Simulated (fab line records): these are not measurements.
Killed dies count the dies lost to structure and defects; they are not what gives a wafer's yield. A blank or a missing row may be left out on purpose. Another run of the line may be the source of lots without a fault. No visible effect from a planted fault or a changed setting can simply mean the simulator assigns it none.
fab line records    flow sky130
record lots=11  wafers=33  last_day=50
route steps=708 shown VIA3@597 METAL4@601 VIA4@656 PAD_OPEN@708
lots with no fault: from the same line, run without faults
start_h: start of the lot's first displayed wafer, in hours after the record's first day    wait_h: hours elapsed since this lot's preceding step    " as in the row above    L1.1+2: several wafers, shown together as one row    - no value, or no start given    * or withheld: withheld    < > ~ a bound
route shown NAME@n: a module of which the file shows steps, and the number in the route of the first    usual: mean and standard deviation over wafers with no fault    same: alike in all rows    chamber/n: place in a boat    sites: the reading at each site    _std_site: how widely they spread, as a standard deviation    _edge_site: the outer-site mean with the inner-site mean subtracted    radius_mm: for every site, how far away it sits from the centre of the wafer    mask NAME#n: copy n    behind: the tool/chamber that last shaped the wafer    hold: why the lot was held/for how many hours/how that ended    device: transistor that didn't switch, given as n, p or np    end of line: tests of these same wafers at the route's end    where a step has no rows: the recipe by itself    killed: count of dies lost to structure and defects at first sort (not the wafer's yield)    map: a wafer's dies, marking killed ones x, the rest . and places with no die _
set.NAME: the setting as run; set.NAME@STEP: as run at that earlier step    model.NAME: the simulator's own value behind a step, which no gauge read
one table for each step of the route and one row for each wafer, over a sample of lots
services: the hour from which a tool's chamber was out of use, counted from the record's first day as start_h (under 0 if before that day), plus the number of hours and why
## steps
# step SKY_VIA3_CMP_24
# recipe stop_on=SiO2  t_overpolish_s=20  down_force_psi=3.5  platen_rpm=60  target_thk_nm=0  pad_velocity_m_s=0.94248
# usual motor_current_A=11.8/0.98  overpolish_run_s=20.000/0.008  time_to_endpoint_s=93/4.6
lot.wafer  tool    chamber  start_h  wait_h  motor_current_A  overpolish_run_s  time_to_endpoint_s
L122.4     cmp-02  1        927.20   0.0     11.5             19.999            94
L122.1     "       2        "        "       10.9             19.998            99
L122.6     "       2        "        "       10.8             20.010            95
L123.4     cmp-01  2        931.81   0.1     12.5             19.999            98
L123.3     "       0        "        "       12.9             19.989            92
L123.5     "       1        "        "       12.3             19.993            98
L130.4     cmp-01  2        980.43   0.0     11.8             20.018            93
L130.1     "       1        "        "       13.0             19.986            90
L130.6     "       3        "        "       10.5             20.009            92
L134.1     cmp-01  0        1050.74  0.1     12.5             20.007            92
L134.2     "       1        "        "       13.2             20.011            103
L134.5     "       3        "        "       10.2             19.998            93
L136.1     cmp-02  3        1055.80  0.1     10.6             19.998            91
L136.3     "       2        "        "       10.9             19.997            98
L136.6     "       0        "        "       12.5             19.995            87
L137.2     cmp-02  0        1057.69  0.1     13.5             19.995            89
L137.3     "       2        "        "       10.3             19.998            95
L137.6     "       3        "        "       10.7             20.003            92
L141.1     cmp-02  2        1065.12  0.1     10.7             19.995            93
L141.3     "       0        "        "       12.5             19.996            84
L141.6     "       2        "        "       10.7             20.016            95
L143.1     cmp-01  2        1069.25  0.1     12.0             20.010            98
L143.2     "       3        "        "       10.7             19.990            92
L143.5     "       2        "        "       12.1             20.006            99
L142.2     cmp-02  1        1069.27  0.1     11.0             19.992            96
L142.4     "       3        "        "       11.3             20.009            91
L142.6     "       1        "        "       11.2             19.990            94
L144.1     cmp-02  2        1079.58  0.1     10.6             19.995            94
L144.6     "       1        "        "       10.7             19.999            92
L144.5     "       2        "        "       10.5             20.004            91
L145.4     cmp-02  1        1084.05  0.2     10.6             19.999            96
L145.6     "       2        "        "       10.7             20.010            99
L145.5     "       3        "        "       11.0             19.986            91
# step SKY_METAL4_SPUTTER_03
# recipe material=Ti  target_thk_nm=5  power_w=3000  time_s=3.3  chamber_pressure_pa=0.4
# usual throttle_valve_pct=29.5/1.1
lot.wafer  tool            chamber  start_h  wait_h  throttle_valve_pct
L122.1     pvd_sputter-04  -        927.58   0.0     30.9
L122.4     "               -        "        "       30.1
L122.6     "               -        "        "       31.3
L123.3     pvd_sputter-04  -        932.15   0.0     31.1
L123.4     "               -        "        "       29.8
L123.5     "               -        "        "       30.0
L130.1     pvd_sputter-03  -        980.82   0.0     29.2
L130.4     "               -        "        "       28.4
L130.6     "               -        "        "       28.8
L134.1     pvd_sputter-03  -        1051.08  0.0     31.0
L134.2     "               -        "        "       28.3
L134.5     "               -        "        "       29.5
L136.1     pvd_sputter-04  -        1056.19  0.0     30.0
L136.3     "               -        "        "       30.0
L136.6     "               -        "        "       30.8
L137.2     pvd_sputter-01  -        1058.02  0.0     28.4
L137.3     "               -        "        "       29.4
L137.6     "               -        "        "       27.6
L141.1     pvd_sputter-03  -        1065.46  0.0     29.9
L141.3     "               -        "        "       28.5
L141.6     "               -        "        "       28.2
L143.1     pvd_sputter-03  -        1069.58  0.0     28.8
L143.2     "               -        "        "       29.1
L143.5     "               -        "        "       28.5
L142.2     pvd_sputter-01  -        1069.61  0.0     28.2
L142.4     "               -        "        "       29.5
L142.6     "               -        "        "       29.9
L144.1     pvd_sputter-04  -        1079.92  0.0     29.1
L144.5     "               -        "        "       30.3
L144.6     "               -        "        "       29.8
L145.4     pvd_sputter-03  -        1084.29  0.0     29.9
L145.5     "               -        "        "       29.9
L145.6     "               -        "        "       31.4
# step SKY_METAL4_METAL_ETCH_18
# recipe target_depth_a=8450  stop_on=SiO2  over_etch_frac=0.3  time_s=183.1  chemistry=Cl2/BCl3  resist_sidewall_deg=88  pressure_mtorr=10  icp_w=900  bias_w=48.5  Cl2_flow_sccm=60  bcl3_flow_sccm=30
# usual bcl3_flow_sccm=30.00/0.097  bias_w=48.55/0.13  drypump_motor_current_A=6.01/0.29  oes_product_au=0.864/0.0074  throttle_valve_pct=22.264/0.009
lot.wafer  tool          chamber  start_h  wait_h  bcl3_flow_sccm  bias_w  drypump_motor_current_A  oes_product_au  rf_hours_counter_h  throttle_valve_pct
L122.1     rie_metal-01  0        976.95   0.0     30.04           48.70   5.50                     0.860           14                  22.258
L122.4     "             0        "        "       30.03           48.65   5.51                     0.854           -                   22.274
L122.6     "             1        "        "       30.02           48.39   6.29                     0.853           -                   22.257
L123.3     rie_metal-01  0        981.52   0.1     30.04           48.65   5.54                     0.862           -                   22.272
L123.4     "             1        "        "       30.00           48.63   6.22                     0.857           -                   22.270
L123.5     "             0        "        "       29.92           48.54   5.53                     0.867           -                   22.260
L130.1     rie_metal-04  1        1026.16  0.0     30.00           48.45   6.30                     0.872           13                  22.261
L130.4     "             0        "        "       30.21           48.36   6.05                     0.882           -                   22.265
L130.6     "             1        "        "       29.92           48.68   6.31                     0.872           -                   22.250
L134.1     rie_metal-04  0        1093.09  0.0     -               -       -                        -               -                   -
L134.2     "             1        "        "       -               -       -                        -               -                   -
L134.5     "             0        "        "       -               -       -                        -               -                   -
L136.1     rie_metal-01  0        1098.16  0.0     -               -       -                        -               -                   -
L136.3     "             0        "        "       -               -       -                        -               -                   -
L136.6     "             0        "        "       -               -       -                        -               -                   -
L137.2     rie_metal-03  0        1099.96  0.0     29.84           48.35   5.73                     0.865           5                   22.268
L137.3     "             0        "        "       29.84           48.33   5.72                     0.858           -                   22.285
L137.6     "             0        "        "       29.73           48.54   5.74                     0.857           -                   22.259
L141.1     rie_metal-04  0        1106.00  0.0     30.04           48.64   6.07                     0.878           22                  22.281
L141.3     "             1        "        "       29.94           48.41   6.33                     0.872           -                   22.278
L141.6     "             0        "        "       30.01           48.33   6.10                     0.869           -                   22.250
L143.1     rie_metal-03  0        1110.60  0.0     29.99           48.69   5.75                     0.875           7                   22.252
L143.2     "             0        "        "       29.91           48.47   5.71                     0.861           -                   22.262
L143.5     "             0        "        "       29.83           48.56   5.75                     0.868           -                   22.249
L142.2     rie_metal-01  1        1110.95  0.0     30.05           48.65   6.23                     0.870           11                  22.265
L142.4     "             0        "        "       30.14           48.56   5.53                     0.855           -                   22.267
L142.6     "             0        "        "       30.08           48.48   5.53                     0.854           -                   22.251
L144.1     rie_metal-03  0        1120.19  0.0     29.81           48.57   5.75                     0.862           8                   22.251
L144.5     "             0        "        "       29.88           48.58   5.77                     0.863           -                   22.260
L144.6     "             0        "        "       29.89           48.48   5.74                     0.857           -                   22.264
L145.4     rie_metal-01  1        1126.41  0.1     29.99           48.42   6.22                     0.869           -                   22.272
L145.5     "             1        "        "       30.08           48.51   6.20                     0.855           -                   22.259
L145.6     "             0        "        "       29.97           48.64   5.55                     0.868           -                   22.264
# step SKY_METAL4_STRIP_19
# recipe chemistry=O2/N2  power_w=1400  pressure_mtorr=1500  platen_temp_c=withheld  o2_flow_sccm=3000  n2_flow_sccm=300  overash_fraction=0.5
# usual drypump_motor_current_A=6.1/0.53  oes_product_au=0.505/0.0056  strip_time_to_endpoint_s=6.60/0.087
lot.wafer  tool             chamber  start_h  wait_h  drypump_motor_current_A  oes_product_au  rf_hours_counter_h  strip_time_to_endpoint_s
L122.1     plasma_asher-03  0        977.12   0.1     5.7                      0.506           57                  6.52
L122.4     "                1        "        "       6.3                      0.502           -                   6.52
L122.6     "                0        "        "       5.7                      0.514           -                   6.56
L123.3     plasma_asher-01  0        981.67   0.1     6.3                      0.506           -                   6.54
L123.4     "                1        "        "       6.4                      0.502           -                   6.58
L123.5     "                1        "        "       6.4                      0.502           -                   6.54
L130.1     plasma_asher-03  1        1026.33  0.1     6.3                      0.506           62                  6.74
L130.4     "                0        "        "       5.7                      0.502           -                   6.67
L130.6     "                0        "        "       5.7                      0.512           -                   6.72
L134.1     plasma_asher-03  1        1093.27  0.1     6.3                      0.713           69                  11.88
L134.2     "                0        "        "       5.7                      0.715           69                  11.87
L134.5     "                0        "        "       5.7                      0.709           -                   11.85
L136.1     plasma_asher-03  0        1098.33  0.1     5.7                      0.720           70                  11.87
L136.3     "                1        "        "       6.4                      0.715           -                   11.87
L136.6     "                0        "        "       5.7                      0.710           -                   11.83
L137.2     plasma_asher-04  1        1100.13  0.1     6.7                      0.500           36                  6.47
L137.3     "                1        "        "       6.8                      0.497           -                   6.45
L137.6     "                1        "        "       6.8                      0.491           -                   6.49
L141.1     plasma_asher-01  1        1106.17  0.1     6.4                      0.504           97                  6.66
L141.3     "                1        "        "       6.4                      0.514           -                   6.74
L141.6     "                0        "        "       6.2                      0.511           -                   6.65
L143.1     plasma_asher-04  1        1110.95  0.3     6.7                      0.492           37                  6.43
L143.2     "                0        "        "       5.2                      0.505           37                  6.44
L143.5     "                0        "        "       5.2                      0.502           -                   6.49
L142.2     plasma_asher-01  0        1111.12  0.1     6.3                      0.492           97                  6.60
L142.4     "                1        "        "       6.4                      0.504           -                   6.59
L142.6     "                0        "        "       6.3                      0.503           -                   6.57
L144.1     plasma_asher-03  1        1120.55  0.3     6.4                      0.499           73                  6.50
L144.5     "                1        "        "       6.4                      0.504           -                   6.45
L144.6     "                0        "        "       5.7                      0.507           -                   6.51
L145.4     plasma_asher-03  1        1126.56  0.1     6.3                      0.493           -                   6.55
L145.5     "                1        "        "       6.3                      0.512           -                   6.62
L145.6     "                0        "        "       5.6                      0.508           -                   6.62
# step SKY_VIA4_SPUTTER_17
# recipe material=TiN  target_thk_nm=20  chamber_pressure_pa=5  power_w=4000  time_s=80
# usual throttle_valve_pct=29.9/0.84
lot.wafer  tool            chamber  start_h  wait_h  throttle_valve_pct
L122.1     pvd_sputter-02  -        1002.50  0.0     29.0
L122.4     "               -        "        "       29.0
L122.6     "               -        "        "       30.9
L123.3     pvd_sputter-03  -        1006.55  0.0     28.4
L123.4     "               -        "        "       31.1
L123.5     "               -        "        "       28.6
L130.1     pvd_sputter-04  -        1050.49  0.0     30.0
L130.4     "               -        "        "       29.7
L130.6     "               -        "        "       29.7
L137.2     pvd_sputter-04  -        1121.50  0.0     30.1
L137.3     "               -        "        "       31.2
L137.6     "               -        "        "       30.0
L141.1     pvd_sputter-02  -        1127.40  0.0     31.0
L141.3     "               -        "        "       29.1
L141.6     "               -        "        "       30.2
L142.2     pvd_sputter-03  -        1131.70  0.0     28.4
L142.4     "               -        "        "       31.0
L142.6     "               -        "        "       28.6
L143.1     pvd_sputter-04  -        1132.24  0.0     29.8
L143.2     "               -        "        "       30.0
L143.5     "               -        "        "       31.1
L144.1     pvd_sputter-03  -        1140.74  0.0     31.1
L144.5     "               -        "        "       29.2
L144.6     "               -        "        "       30.9
L145.4     pvd_sputter-02  -        1146.65  0.0     30.6
L145.5     "               -        "        "       29.6
L145.6     "               -        "        "       29.4
# step SKY_PAD_OPEN_PROBE_99
# usual defect_limited_yield=82.6/2  killed_at_M0_to_M3=43/7.3  killed_at_M4_up=3.4/1.7  killed_at_contacts=24/4.5  killed_at_front_end=16/4.4  killed_at_other=0.2/0.51  killed_dies=86/9.7  killed_on_rim=17/3.7  killed_open=46/6.6  killed_short=39/7.1  sort_bin_3_pad_short=0.9/0.45  sort_bin_5_function=10.4/1.4  sort_bin_6_memory=6.2/1.2  sort_n_pass=406/9.7  sort_yield_pct=82.6/2
# same gross_dies=492  killed_at_back_side=0  sort_bin_4_leakage[%]=0  sort_bin_8_speed[%]=0
lot.wafer  tool       chamber  start_h  wait_h  defect_limited_yield[%]  killed_at_M0_to_M3  killed_at_M4_up  killed_at_contacts  killed_at_front_end  killed_at_other  killed_dies  killed_on_rim  killed_open  killed_short  sort_bin_3_pad_short[%]  sort_bin_5_function[%]  sort_bin_6_memory[%]  sort_n_pass  sort_yield_pct[%]
L122.1     prober-02  -        1072.78  0.1     81.5                     34                  4                33                  19                   1                91           14             53           37            1.0                      11.8                    5.7                   401          81.5
L122.4     prober-02  -        1072.93  0.2     80.9                     35                  7                27                  24                   1                94           23             55           38            0.4                      10.6                    8.1                   398          80.9
L122.6     prober-02  -        1073.03  0.2     80.7                     45                  5                24                  20                   1                95           15             55           39            1.0                      11.0                    7.3                   397          80.7
L123.3     prober-02  -        1077.65  0.2     83.9                     41                  2                25                  11                   0                79           12             43           36            0.8                      9.3                     5.9                   413          83.9
L123.4     prober-02  -        1077.70  0.2     82.3                     48                  3                20                  16                   0                87           17             48           39            1.4                      10.4                    5.9                   405          82.3
L123.5     prober-02  -        1077.75  0.2     80.7                     34                  5                41                  15                   0                95           23             60           35            0.4                      11.8                    7.1                   397          80.7
L130.1     prober-01  -        1167.05  0.1     83.1                     42                  4                28                  9                    0                83           13             39           44            0.8                      9.6                     6.5                   409          83.1
L130.4     prober-01  -        1167.20  0.2     82.7                     44                  4                25                  12                   0                85           25             39           46            1.4                      10.2                    5.7                   407          82.7
L130.6     prober-01  -        1167.30  0.2     80.3                     43                  3                33                  18                   0                97           18             51           45            1.6                      10.8                    7.3                   395          80.3
L134.1     prober-01  -        1175.43  0.1     0                        40                  415              24                  13                   0                492          96             39           40            1.0                      93.7                    5.3                   0            0
L134.2     prober-01  -        1175.48  0.1     0                        37                  403              34                  17                   1                492          96             44           46            0.6                      92.9                    6.5                   0            0
L134.5     prober-01  -        1175.63  0.2     0                        36                  415              27                  13                   1                492          96             36           42            0.8                      94.3                    4.9                   0            0
L136.1     prober-01  -        1178.96  0.1     0                        55                  392              26                  19                   0                492          96             52           49            0.6                      92.5                    6.9                   0            0
L136.3     prober-01  -        1179.06  0.2     0                        50                  392              28                  22                   0                492          96             58           47            1.6                      90.0                    8.3                   0            0
L136.6     prober-01  -        1179.21  0.2     0                        45                  404              26                  17                   0                492          96             44           49            0.4                      93.5                    6.1                   0            0
L137.2     prober-01  -        1182.01  0.1     78.9                     55                  9                22                  18                   0                104          20             45           59            1.8                      12.4                    6.9                   388          78.9
L137.3     prober-01  -        1182.06  0.2     80.3                     48                  6                28                  14                   1                97           19             59           38            0.6                      12.8                    6.3                   395          80.3
L137.6     prober-01  -        1182.21  0.2     84.6                     48                  1                14                  13                   0                76           12             33           43            1.0                      8.5                     5.9                   416          84.6
L141.1     prober-01  -        1186.39  0.1     80.5                     44                  5                28                  19                   0                96           15             53           43            0.6                      12.0                    6.9                   396          80.5
L141.3     prober-01  -        1186.49  0.2     85.4                     37                  4                21                  10                   0                72           16             39           32            0.4                      8.9                     5.3                   420          85.4
L141.6     prober-01  -        1186.64  0.2     82.5                     46                  4                23                  13                   0                86           12             55           31            0.4                      10.6                    6.5                   406          82.5
L142.2     prober-01  -        1190.95  0.1     85.4                     44                  4                14                  10                   0                72           19             40           32            0.8                      9.3                     4.5                   420          85.4
L142.4     prober-01  -        1191.05  0.2     85.0                     35                  3                20                  16                   0                74           17             46           27            0.8                      8.9                     5.3                   418          85.0
L142.6     prober-01  -        1191.15  0.2     81.9                     40                  5                27                  15                   2                89           13             41           48            0.6                      10.8                    6.7                   403          81.9
L143.1     prober-01  -        1191.20  0.2     86.8                     31                  3                19                  12                   0                65           12             38           27            0.2                      8.3                     4.7                   427          86.8
L143.2     prober-01  -        1191.25  0.2     82.9                     33                  7                29                  14                   1                84           14             47           37            0.4                      10.4                    6.3                   408          82.9
L143.5     prober-01  -        1191.40  0.3     85.4                     33                  1                22                  16                   0                72           14             41           31            0.8                      8.5                     5.3                   420          85.4
L144.1     prober-01  -        1197.57  0.1     83.5                     39                  4                30                  8                    0                81           16             38           43            1.0                      10.4                    5.1                   411          83.5
L144.5     prober-01  -        1197.77  0.2     86.6                     34                  2                27                  3                    0                66           17             39           27            0.4                      7.3                     5.7                   426          86.6
L144.6     prober-01  -        1197.82  0.2     84.6                     40                  2                21                  13                   0                76           15             45           31            0.4                      9.3                     5.7                   416          84.6
L145.4     prober-01  -        1203.20  0.2     82.7                     49                  3                22                  11                   0                85           16             48           37            0.6                      11.8                    4.9                   407          82.7
L145.5     prober-01  -        1203.25  0.2     83.7                     36                  3                25                  16                   0                80           19             42           37            0.8                      9.8                     5.7                   412          83.7
L145.6     prober-01  -        1203.30  0.2     83.5                     43                  2                15                  21                   0                81           18             45           35            1.0                      9.3                     6.1                   411          83.5
# killed by level:class
L122.1 LI_CONTACT:geometric_particle:open=13 VIA1:geometric_particle:open=9 METAL2:geometric_particle:short=9 CONTACT:geometric_particle:short=6 FIELD_ISO:geometric_particle:open=5 CONTACT:geometric_particle:open=5 VIA2:geometric_particle:open=5 LOCAL_INTERCONNECT:geometric_particle:short=4
L122.4 LI_CONTACT:geometric_particle:open=11 FIELD_ISO:geometric_particle:open=9 CONTACT:geometric_particle:open=8 POLY_GATE:geometric_particle:short=6 METAL2:geometric_particle:short=6 METAL1:geometric_particle:short=5 VIA1:geometric_particle:open=5 FIELD_ISO:geometric_particle:short=4
L122.6 VIA2:geometric_particle:open=10 VIA1:geometric_particle:open=8 VIA3:geometric_particle:open=7 FIELD_ISO:geometric_particle:short=6 LI_CONTACT:geometric_particle:open=6 CONTACT:geometric_particle:open=6 CONTACT:geometric_particle:short=5 VIA2:geometric_particle:short=5
L123.3 CONTACT:geometric_particle:short=9 VIA1:geometric_particle:open=9 VIA2:geometric_particle:open=7 VIA3:geometric_particle:open=7 LOCAL_INTERCONNECT:geometric_particle:short=6 CONTACT:geometric_particle:open=5 METAL1:geometric_particle:short=5 FIELD_ISO:geometric_particle:open=4
L123.4 VIA1:geometric_particle:open=12 CONTACT:geometric_particle:open=9 METAL2:geometric_particle:short=8 VIA3:geometric_particle:open=6 METAL1:geometric_particle:short=5 CONTACT:geometric_particle:short=5 VIA1:geometric_particle:short=5 VIA2:geometric_particle:open=5
L123.5 CONTACT:geometric_particle:open=15 LI_CONTACT:geometric_particle:open=12 VIA1:geometric_particle:open=9 CONTACT:geometric_particle:short=6 VIA2:geometric_particle:open=6 LI_CONTACT:geometric_particle:short=5 FIELD_ISO:geometric_particle:open=4 METAL2:geometric_particle:short=4
L130.1 VIA2:geometric_particle:open=9 CONTACT:geometric_particle:short=8 CONTACT:geometric_particle:open=8 VIA1:geometric_particle:open=7 METAL2:geometric_particle:short=6 METAL3:geometric_particle:short=6 LI_CONTACT:geometric_particle:open=5 POLY_GATE:geometric_particle:short=4
L130.4 LI_CONTACT:geometric_particle:open=8 CONTACT:geometric_particle:open=7 METAL2:geometric_particle:short=7 METAL1:geometric_particle:short=6 VIA2:geometric_particle:open=5 VIA3:geometric_particle:short=4 METAL2:geometric_particle:open=4 VIA1:geometric_particle:open=4
L130.6 VIA1:geometric_particle:open=11 CONTACT:geometric_particle:open=10 CONTACT:geometric_particle:short=8 VIA2:geometric_particle:open=8 LI_CONTACT:geometric_particle:open=6 POLY_GATE:geometric_particle:open=5 LOCAL_INTERCONNECT:geometric_particle:short=5 VIA1:geometric_particle:short=5
L134.1 METAL4:area_etch=412 CONTACT:geometric_particle:open=10 VIA1:geometric_particle:open=9 METAL1:geometric_particle:short=7 METAL2:geometric_particle:short=7 LI_CONTACT:geometric_particle:open=5 VIA2:geometric_particle:open=5 POLY_GATE:geometric_particle:short=4
L134.2 METAL4:area_etch=401 CONTACT:geometric_particle:open=8 VIA1:geometric_particle:open=8 LOCAL_INTERCONNECT:geometric_particle:short=7 CONTACT:geometric_particle:short=7 METAL2:geometric_particle:short=6 POLY_GATE:geometric_particle:short=5 LI_CONTACT:geometric_particle:open=5
L134.5 METAL4:area_etch=413 CONTACT:geometric_particle:open=10 CONTACT:geometric_particle:short=8 METAL2:geometric_particle:short=8 METAL3:geometric_particle:short=7 LI_CONTACT:geometric_particle:open=6 VIA3:geometric_particle:open=5 POLY_GATE:geometric_particle:short=4
L136.1 METAL4:area_etch=388 VIA1:geometric_particle:open=12 CONTACT:geometric_particle:open=11 VIA2:geometric_particle:open=10 FIELD_ISO:geometric_particle:short=9 METAL2:geometric_particle:short=9 VIA1:geometric_particle:short=8 LI_CONTACT:geometric_particle:open=6
L136.3 METAL4:area_etch=385 VIA1:geometric_particle:open=12 CONTACT:geometric_particle:open=10 LI_CONTACT:geometric_particle:open=9 VIA3:geometric_particle:open=6 VIA2:geometric_particle:open=6 METAL4:geometric_particle:short=6 FIELD_ISO:geometric_particle:open=5
L136.6 METAL4:area_etch=398 VIA2:geometric_particle:open=8 VIA1:geometric_particle:short=8 METAL1:geometric_particle:short=7 VIA1:geometric_particle:open=7 CONTACT:geometric_particle:open=7 LOCAL_INTERCONNECT:geometric_particle:short=6 FIELD_ISO:geometric_particle:short=5
L137.2 VIA1:geometric_particle:open=18 METAL2:geometric_particle:short=11 VIA1:geometric_particle:short=8 POLY_GATE:geometric_particle:short=7 METAL4:geometric_particle:short=7 LOCAL_INTERCONNECT:geometric_particle:short=5 LI_CONTACT:geometric_particle:open=4 CONTACT:geometric_particle:open=4
L137.3 VIA1:geometric_particle:open=13 CONTACT:geometric_particle:open=12 VIA3:geometric_particle:open=10 VIA1:geometric_particle:short=6 CONTACT:geometric_particle:short=5 METAL4:geometric_particle:short=5 LOCAL_INTERCONNECT:geometric_particle:short=4 POLY_GATE:geometric_particle:open=3
L137.6 METAL1:geometric_particle:short=9 METAL2:geometric_particle:short=8 VIA1:geometric_particle:short=7 VIA2:geometric_particle:open=7 CONTACT:geometric_particle:short=5 VIA1:geometric_particle:open=5 SPACER:geometric_particle:open=4 CONTACT:geometric_particle:open=4
L141.1 VIA1:geometric_particle:open=12 VIA2:geometric_particle:open=9 LI_CONTACT:geometric_particle:open=8 CONTACT:geometric_particle:short=8 POLY_GATE:geometric_particle:open=6 VIA3:geometric_particle:open=6 CONTACT:geometric_particle:open=6 FIELD_ISO:geometric_particle:short=4
L141.3 CONTACT:geometric_particle:open=11 VIA1:geometric_particle:open=9 VIA1:geometric_particle:short=6 VIA3:geometric_particle:open=6 VIA2:geometric_particle:open=5 POLY_GATE:geometric_particle:short=4 LI_CONTACT:geometric_particle:open=4 CONTACT:geometric_particle:short=4
L141.6 VIA1:geometric_particle:open=11 LI_CONTACT:geometric_particle:open=9 VIA1:geometric_particle:short=7 VIA2:geometric_particle:open=7 VIA3:geometric_particle:open=6 CONTACT:geometric_particle:open=5 FIELD_ISO:geometric_particle:open=4 METAL1:geometric_particle:short=4
L142.2 VIA2:geometric_particle:open=10 VIA1:geometric_particle:short=7 VIA3:geometric_particle:open=7 LI_CONTACT:geometric_particle:open=6 FIELD_ISO:geometric_particle:short=5 METAL1:geometric_particle:short=5 VIA1:geometric_particle:open=5 FIELD_ISO:geometric_particle:open=3
L142.4 VIA2:geometric_particle:open=10 POLY_GATE:geometric_particle:open=7 CONTACT:geometric_particle:open=6 LOCAL_INTERCONNECT:geometric_particle:short=6 VIA1:geometric_particle:open=6 LI_CONTACT:geometric_particle:open=5 VIA1:geometric_particle:short=4 VIA3:geometric_particle:open=4
L142.6 VIA1:geometric_particle:open=10 CONTACT:geometric_particle:open=8 LI_CONTACT:geometric_particle:open=7 FIELD_ISO:geometric_particle:short=5 POLY_GATE:geometric_particle:open=5 VIA1:geometric_particle:short=5 METAL2:geometric_particle:short=5 VIA2:geometric_particle:open=5
L143.1 CONTACT:geometric_particle:open=10 VIA1:geometric_particle:open=7 LI_CONTACT:geometric_particle:open=4 METAL1:geometric_particle:short=4 METAL2:geometric_particle:short=4 VIA3:geometric_particle:open=4 VIA2:geometric_particle:open=4 POLY_GATE:geometric_particle:short=3
L143.2 CONTACT:geometric_particle:open=14 VIA2:geometric_particle:open=8 POLY_GATE:geometric_particle:short=5 VIA3:geometric_particle:open=5 VIA1:geometric_particle:open=5 VIA2:geometric_particle:short=4 METAL4:geometric_particle:short=4 LI_CONTACT:geometric_particle:short=4
L143.5 CONTACT:geometric_particle:open=10 VIA1:geometric_particle:open=8 CONTACT:geometric_particle:short=6 METAL2:geometric_particle:short=6 POLY_GATE:geometric_particle:open=5 VIA2:geometric_particle:short=5 METAL1:geometric_particle:short=4 VIA3:geometric_particle:open=4
L144.1 CONTACT:geometric_particle:short=9 LI_CONTACT:geometric_particle:open=8 CONTACT:geometric_particle:open=8 METAL2:geometric_particle:short=8 VIA2:geometric_particle:open=7 VIA1:geometric_particle:open=6 METAL1:geometric_particle:short=5 FIELD_ISO:geometric_particle:short=4
L144.5 LI_CONTACT:geometric_particle:open=7 CONTACT:geometric_particle:open=7 VIA1:geometric_particle:open=7 VIA2:geometric_particle:open=6 LI_CONTACT:geometric_particle:short=5 VIA3:geometric_particle:open=4 LOCAL_INTERCONNECT:geometric_particle:short=3 METAL1:geometric_particle:short=3
L144.6 LI_CONTACT:geometric_particle:open=10 VIA1:geometric_particle:open=9 CONTACT:geometric_particle:open=7 FIELD_ISO:geometric_particle:short=5 POLY_GATE:geometric_particle:open=5 METAL1:geometric_particle:short=5 VIA1:geometric_particle:short=5 VIA3:geometric_particle:open=5
L145.4 VIA1:geometric_particle:open=11 LI_CONTACT:geometric_particle:open=8 METAL2:geometric_particle:short=8 METAL1:geometric_particle:short=8 CONTACT:geometric_particle:open=7 VIA3:geometric_particle:open=6 FIELD_ISO:geometric_particle:open=4 VIA2:geometric_particle:short=4
L145.5 VIA1:geometric_particle:open=11 FIELD_ISO:geometric_particle:open=7 LOCAL_INTERCONNECT:geometric_particle:short=6 CONTACT:geometric_particle:open=6 VIA2:geometric_particle:open=5 LI_CONTACT:geometric_particle:open=5 POLY_GATE:geometric_particle:short=4 METAL1:geometric_particle:short=4
L145.6 VIA1:geometric_particle:open=14 VIA1:geometric_particle:short=8 METAL2:geometric_particle:short=8 FIELD_ISO:geometric_particle:short=6 POLY_GATE:geometric_particle:open=5 CONTACT:geometric_particle:open=5 LI_CONTACT:geometric_particle:open=4 VIA3:geometric_particle:open=4
## services
tool             chamber  start_h  hours  kind
cmp-02           -        912.03   4.0    pm
cmp-01           -        916.25   5.6    pm
cmp-01           -        933.27   1.8    repair
cmp-02           -        945.48   2.2    repair
cmp-02           -        949.42   2.6    repair
rie_metal-01     -        980.42   0.4    repair
pvd_sputter-04   -        984.55   0.5    repair
cmp-02           -        995.02   1.7    repair
pvd_sputter-03   -        995.72   0.8    repair
pvd_sputter-03   -        998.51   4.1    repair
cmp-01           -        1001.38  1.8    repair
plasma_asher-03  -        1010.90  2.8    pm
cmp-02           -        1018.68  11.6   pm
pvd_sputter-04   -        1027.12  3.1    repair
pvd_sputter-03   -        1030.25  5.6    repair
pvd_sputter-03   -        1060.27  0.8    repair
pvd_sputter-04   -        1073.60  4.8    repair
cmp-02           -        1078.35  0.5    repair
cmp-01           -        1084.00  4.0    pm
pvd_sputter-04   -        1086.52  1.7    repair
cmp-02           -        1087.35  1.9    repair
pvd_sputter-04   -        1094.89  2.0    repair
cmp-02           -        1140.09  3.6    repair
pvd_sputter-03   -        1143.24  0.5    repair
## key
first_sign step=SKY_METAL4_METAL_ETCH_18  reading=tool_record  direction=missing
effect step=SKY_METAL4_STRIP_19  reading=strip_time_to_endpoint_s  direction=up  sigmas=61  usual=*  struck=*
effect step=SKY_PAD_OPEN_PROBE_99  reading=killed_at_M4_up  direction=up  sigmas=99+  usual=3.4  struck=403.5
more_kills_born_at SKY_METAL4_METAL_ETCH_18@rie_metal-04=1226  SKY_METAL4_METAL_ETCH_18@rie_metal-01=1171
met_at SKY_METAL4_METAL_ETCH_18
struck_lots L134,L136
later_rows_left_out L134.1,L134.2,L134.5,L136.1,L136.3,L136.6
not_acting_at SKY_VIA3_CMP_24,SKY_METAL4_SPUTTER_03,SKY_VIA4_SPUTTER_17
onset_between 1026.16 1093.09
fault kind=skipped_step_whole  tool=rie_metal-01,rie_metal-04  chamber=-  onset_h=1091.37  steps=SKY_METAL4_METAL_ETCH_18  scope=struck_lots_only
# later_rows_left_out: the simulator's readings of these wafers behind a module that went badly wrong aren't trusted and aren't shown, but for the sort
